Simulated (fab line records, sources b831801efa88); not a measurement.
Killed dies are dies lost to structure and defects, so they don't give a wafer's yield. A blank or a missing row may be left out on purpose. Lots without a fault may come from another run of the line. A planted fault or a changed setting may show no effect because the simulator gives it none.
A struck lot beside a sound one | flow sfq_line | 43 steps out of a route of 325
Sound: wafers L577.2, L577.3, L577.6. Struck: wafers L579.3, L579.4, L579.6. The cause comes at the end.
At each step with rows: each side's tool, then ch and its chambers, then its first start. Under that, the readings that differ: sound wafers | struck wafers | difference of the means | sigmas: that difference in standard deviations of wafers without a fault.
alike: readings whose means differ by less than 2 such deviations, and words and numbers that are the same on both sides. not compared: withheld readings, readings that some wafer has no value for, bounds like >300 that may hide the same value, and numbers for which the record gives no deviation and whose values overlap.
The two part at a step that has a row with sigmas, a row that says differs or no value, or rows on one side only. Numbers that don't overlap but have no deviation are shown without sigmas and don't part them. A reading that every wafer of one side lacks parts them only if that side has two wafers or more.

SFQ_TRILAYER_JJ_CE_BARC_OPEN_RIE_150: chemistry O2, target BARC, target depth 240 nm, time 80 s.
  sound on rie_metal-03 ch 0,1, day 62 19:13; struck on rie_metal-03 ch 1, day 63 12:10
  alike: drypump_motor_current_A, oes_product_au
  not compared: rf_hours_counter_h
then, 2 steps without rows for these wafers: SFQ_TRILAYER_JJ_CE_ETCH_RIE_118 (chemistry SF6, target Nb, stops on Al2O3, time 97.7 s, target depth 170 nm); SFQ_TRILAYER_JJ_ANODIZE_ANODIZE_119.
SFQ_TRILAYER_JJ_CE_STRIP_STRIP_120: strips in O2.
  sound on rie_metal-04 ch 0,1, day 62 19:55; struck on rie_metal-04 ch 0,1, day 63 13:13
  alike: drypump_motor_current_A, oes_product_au
  not compared: rf_hours_counter_h
then, 7 steps without rows for these wafers: SFQ_TRILAYER_JJ_CE_STRIP_SOLV_CLEAN_121 (cleans in NMP, time 600 s); SFQ_TRILAYER_M5_LITHO_COAT_128 (resist thk 62 nm); SFQ_TRILAYER_M5_LITHO_COAT_123 (resist thk 600 nm); SFQ_TRILAYER_M5_LITHO_SOFTBAKE_127; SFQ_TRILAYER_M5_LITHO_EXPOSE_124 (exposes mask M5, target cd 700 nm); SFQ_TRILAYER_M5_LITHO_PEB_126 (peb time 60 s); SFQ_TRILAYER_M5_LITHO_DEVELOP_125 (time 60 s).
-- the record jumps here: 6 days lie between the struck wafers' starts before and after --
SFQ_M5_OVL_MEAS_932:
  sound on overlay-02, day 68 10:01; struck on overlay-02, day 69 04:48
  alike: M5_OVL
SFQ_TRILAYER_M5_BARC_OPEN_METAL_ETCH_161: etches BARC in O2, target depth 125 nm, time 41.7 s.
  sound on rie_metal-03 ch 0,1, day 68 10:03; struck on rie_metal-03 ch 0,1, day 69 04:50
  no value came back on the struck wafers for bias_w (W), chamber_pressure_mTorr (mTorr), drypump_motor_current_A (A), oes_product_au (a.u.); on the sound wafers bias_w (W) reads 80.30 79.73 80.04
  reading                                             | sound             | struck            | difference | sigmas
  model.KrF_of_TRILAYER_M5_LITHO_COAT_123.thk_nm (nm) | 520.1 519.8 518.7 | 573.8 572.8 572.1 | +53.4      |
  not compared: rf_hours_counter_h
SFQ_TRILAYER_M5_ETCH_METAL_ETCH_126: etches Nb in Cl2/BCl3, stops on SiO2, time 203.2 s, target depth 265 nm.
  sound on rie_metal-03 ch 0,1, day 68 10:06; struck on rie_metal-03 ch 0,1, day 69 04:56
  reading                                             | sound             | struck            | difference | sigmas
  oes_product_au (a.u.)                               | 0.740 0.734 0.737 | 0.379 0.373 0.384 | -0.358     | -52
  model.KrF_of_TRILAYER_M5_LITHO_COAT_123.thk_nm (nm) | 367.2 363.7 361.5 | 420.9 417.3 419.9 | +55.2      |
  alike: bias_w, chamber_pressure_mTorr, drypump_motor_current_A
  not compared: rf_hours_counter_h
SFQ_TRILAYER_M5_STRIP_STRIP_127: strips in O2.
  sound on rie_metal-03 ch 0,1, day 68 10:18; struck on rie_metal-03 ch 0,1, day 69 05:16
  alike: drypump_motor_current_A, oes_product_au
  not compared: rf_hours_counter_h
then, 3 steps without rows for these wafers: SFQ_TRILAYER_M5_STRIP_SOLV_CLEAN_128 (cleans in NMP, time 600 s); SFQ_TRILAYER_A5B_DEP_PECVD_129 (deposits SiO2 from SiH4/N2O, time 133.33 s, target thk 600 nm); SFQ_TRILAYER_A5B_CMP_CMP_130 (polishes, stops on Nb, target thk 340.7 nm).
SFQ_TRILAYER_A5B_METRO_MEASURE_131:
  sound on film_metro-02, day 68 14:54; struck on film_metro-03, day 69 09:20
  alike: thk_nm
then, 3 steps without rows for these wafers: SFQ_TRILAYER_R5_DEP_SPUTTER_132 (material Ti, target thk 5 nm, time 5 s); SFQ_TRILAYER_R5_DEP_SPUTTER_133 (material MoNx, target thk 40 nm, time 66.7 s); SFQ_TRILAYER_R5_DEP_SPUTTER_134 (material Ti, target thk 5 nm, time 5 s).
SFQ_R5_RS_MEAS_933: measures by four-point-probe.
  sound on film_metro-01, day 68 16:01; struck on film_metro-04, day 69 10:16
  alike: R5_MONX_RS
SFQ_R5_THK_MEAS_934: measures by xrf.
  sound on film_metro-01, day 68 16:07; struck on film_metro-04, day 69 10:22
  alike: R5_MONX_THK
then, 3 steps without rows for these wafers: SFQ_TRILAYER_R5_LITHO_COAT_141 (resist thk 62 nm); SFQ_TRILAYER_R5_LITHO_COAT_136 (resist thk 600 nm); SFQ_TRILAYER_R5_LITHO_SOFTBAKE_140.
SFQ_TRILAYER_R5_LITHO_EXPOSE_137: exposes mask R5, target cd 500 nm.
  sound on krf_scanner-01 ch 0, day 68 19:30; struck on krf_scanner-02, day 69 11:41
  no value came back on the struck wafers for exposure_dose_mJ_cm2, focus_offset_nm (nm); on the sound wafers exposure_dose_mJ_cm2 reads 14.406 14.410 14.383
  alike: mask
then, 2 steps without rows for these wafers: SFQ_TRILAYER_R5_LITHO_PEB_139 (peb time 60 s); SFQ_TRILAYER_R5_LITHO_DEVELOP_138 (time 60 s).
SFQ_R5_OVL_MEAS_935:
  sound on overlay-01, day 68 20:48; struck on overlay-02, day 69 12:48
  reading     | sound | struck | difference                    | sigmas
  R5_OVL (nm) | 4 3 5 | - - -  | no value on the struck wafers |
then, 2 steps without rows for these wafers: SFQ_TRILAYER_R5_BARC_OPEN_METAL_ETCH_177 (etches BARC in O2, target depth 125 nm, time 41.7 s); SFQ_TRILAYER_R5_ETCH_METAL_ETCH_139 (etches the open film in Cl2, stops on SiO2, target depth 60 nm, time 40 s).
SFQ_TRILAYER_R5_STRIP_STRIP_140: strips in O2.
  sound on rie_metal-04 ch 0,1, day 68 20:57; struck on rie_metal-04 ch 0,1, day 69 13:08
  alike: drypump_motor_current_A, oes_product_au
  not compared: rf_hours_counter_h
then, 7 steps without rows for these wafers: SFQ_TRILAYER_R5_STRIP_SOLV_CLEAN_141 (cleans in NMP, time 600 s); SFQ_TRILAYER_A5C_DEP_PECVD_142 (deposits SiO2 from SiH4/N2O, time 15.556 s, target thk 70 nm); SFQ_TRILAYER_I5_LITHO_COAT_149 (resist thk 62 nm); SFQ_TRILAYER_I5_LITHO_COAT_144 (resist thk 650 nm); SFQ_TRILAYER_I5_LITHO_SOFTBAKE_148; SFQ_TRILAYER_I5_LITHO_PEB_147 (peb time 60 s); SFQ_TRILAYER_I5_LITHO_DEVELOP_146 (time 60 s).
-- the record jumps here: 5 days lie between the struck wafers' starts before and after --
SFQ_TRILAYER_I5_ETCH_VIA_ETCH_147: etches the open film in CHF3, stops on Nb, target depth 360 nm.
  sound on rie_diel-01 ch 0,1, day 74 04:13; struck on rie_diel-01 ch 0,1, day 74 17:25
  reading               | sound             | struck            | difference                    | sigmas
  oes_product_au (a.u.) | 0.995 0.994 0.996 | 0.377 0.368 0.368 | -0.624                        | -99 or more
  model.I5.cd_nm (nm)   | 697.5 699.9 698   | - - -             | no value on the struck wafers |
  alike: bias_w, chamber_pressure_mTorr, drypump_motor_current_A
-- the record jumps here: 13 days lie between the struck wafers' starts before and after --
SFQ_M8_BOW_MEAS_951:
  sound on film_metro-01, day 87 02:51; struck on film_metro-02, day 87 08:52
  reading                       | sound              | struck | difference | sigmas
  model.etest.r5.comb_log10_ohm | 12 12 12           | 0 0 0  | -12        |
  model.etest.m5.comb_log10_ohm | 12 12 12           | 0 0 0  | -12        |
  model.etest.jj.g_times        | 1.001 0.9966 1.002 | 0 0 0  | -1         |
  alike: M8_BOW

WHERE THEY PART
First at SFQ_TRILAYER_M5_BARC_OPEN_METAL_ETCH_161; last, within this record, at SFQ_TRILAYER_I5_ETCH_VIA_ETCH_147. Later steps at which nothing parts them and some readings are alike: SFQ_M8_BOW_MEAS_951.

WHY: what the simulator had put in
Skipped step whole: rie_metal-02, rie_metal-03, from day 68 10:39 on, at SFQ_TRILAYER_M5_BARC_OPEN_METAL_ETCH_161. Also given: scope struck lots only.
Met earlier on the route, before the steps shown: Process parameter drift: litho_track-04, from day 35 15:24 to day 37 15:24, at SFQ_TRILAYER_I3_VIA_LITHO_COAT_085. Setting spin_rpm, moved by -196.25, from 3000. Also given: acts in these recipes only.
